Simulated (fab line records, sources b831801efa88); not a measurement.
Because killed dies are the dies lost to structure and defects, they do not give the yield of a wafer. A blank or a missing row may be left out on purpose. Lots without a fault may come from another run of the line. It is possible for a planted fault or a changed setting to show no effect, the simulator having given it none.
2 desks, one fault / flow gf180mcu / each desk has only its own numbers; what lay behind them comes last

== THE METROLOGY DESK ==
Lot by lot, what the gauges showed, no matter which tool ran the lot: averages of those sampled wafers that carry a number. If a lot's mean is further than 4 standard deviations from the usual mean, the lot is out of limits and carries the mark OUT (the distance appears in the brackets).
Columns: A = INCOMING_BOW at GF_STI_BOW_MEAS_00, usual 0 um; B = MVSD_TW at GF_MVSD_TW_MEAS_11, usual 1565; C = VT_IMPLANT_OVL at GF_VT_IMPLANT_OVL_MEAS_07, usual 0.3 nm; D = MVSD_RS at GF_VT_IMPLANT_RS_MEAS_46, usual 456.6 ohm/sq
lot=L394; first seen here=day 1 10:02; A=5; B=1542; C=1.5; D=456.5
lot=L395; first seen here=day 1 15:01; A=-0; B=1580; C=0.3; D=456.8
lot=L396; first seen here=day 1 20:01; A=-2; B=1584; C=2.0; D=454.5
lot=L397; first seen here=day 2 01:07; A=-2; B=1597; C=3.7; D=417.2 (-36) OUT
lot=L399; first seen here=day 2 11:00; A=-4; B=1635; C=-2.4; D=417.5 (-36) OUT
lot=L407; first seen here=day 4 03:00; A=7; B=1565; C=-2.0; D=457.5
lot=L409; first seen here=day 4 13:00; A=7; B=1543; C=1.0; D=457.4
lot=L410; first seen here=day 4 18:00; A=-2; B=1541; C=-1.0; D=456.0
lot=L412; first seen here=day 5 04:01; A=4; B=1573; C=-0.4; D=457.8
lot=L414; first seen here=day 5 14:01; A=0; B=1573; C=-1.0; D=455.0
lot=L416; first seen here=day 6 00:00; A=-8; B=1572; C=-1.0; D=456.3
lot=L417; first seen here=day 6 05:00; A=2; B=1593; C=0.8; D=454.8
This desk's finding: out of limits on L397, L399; first on L397, day 8 07:31 (MVSD_RS at GF_VT_IMPLANT_RS_MEAS_46). L394, L395, L396, L407, L409, L410, L412, L414, L416, L417 stayed within limits.

== THE TOOL OWNER'S DESK: implanter-03 ==
The tool's own readings at GF_MVSD_IMPLANT_09, given as means over the sampled wafers that have a number, one for each lot that went through this tool. If a lot's mean is further than 4 standard deviations from the usual mean, the lot is out of limits and carries the mark OUT (the distance appears in the brackets).
Columns: A = dose-ions-cm2 at GF_MVSD_IMPLANT_09, usual 5e+12; B = faraday-current-uA at GF_MVSD_IMPLANT_09, usual 28.1
lot=L395; first seen here=day 5 00:03; A=5e+12; B=28.1
lot=L396; first seen here=day 5 01:02; A=5e+12; B=28.2
lot=L397; first seen here=day 5 04:49; A=8e+12 (+99 or more) OUT; B=46.0 (+33) OUT
lot=L399; first seen here=day 6 04:27; A=8e+12 (+99 or more) OUT; B=45.9 (+33) OUT
lot=L414; first seen here=day 9 12:56; A=5e+12; B=28.0
lot=L417; first seen here=day 10 03:41; A=5e+12; B=28.6
Finding of this desk: L397, L399 out of limits; the first was L397 at day 5 04:49, on dose-ions-cm2 at GF_MVSD_IMPLANT_09. L395, L396, L414, L417 stayed within limits.

== ALL TOGETHER ==
An alarm could have come from the tool owner's desk at day 5 04:49, on L397, L399.
The metrology desk could have raised an alarm at day 8 07:31, on L397, L399.
Of the lots named, all ran GF_MVSD_IMPLANT_09 on implanter-03.

== WHAT HAD BEEN PUT IN BY THE SIMULATOR ==
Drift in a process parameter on implanter-03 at GF_MVSD_IMPLANT_09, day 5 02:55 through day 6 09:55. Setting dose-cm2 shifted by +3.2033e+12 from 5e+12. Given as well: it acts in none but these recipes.
Struck lots among those shown: L397, L399.
Delay (hours) between the fault's onset and each desk's first out-of-limits reading: 2 at the tool owner's desk, 77 at the metrology desk.
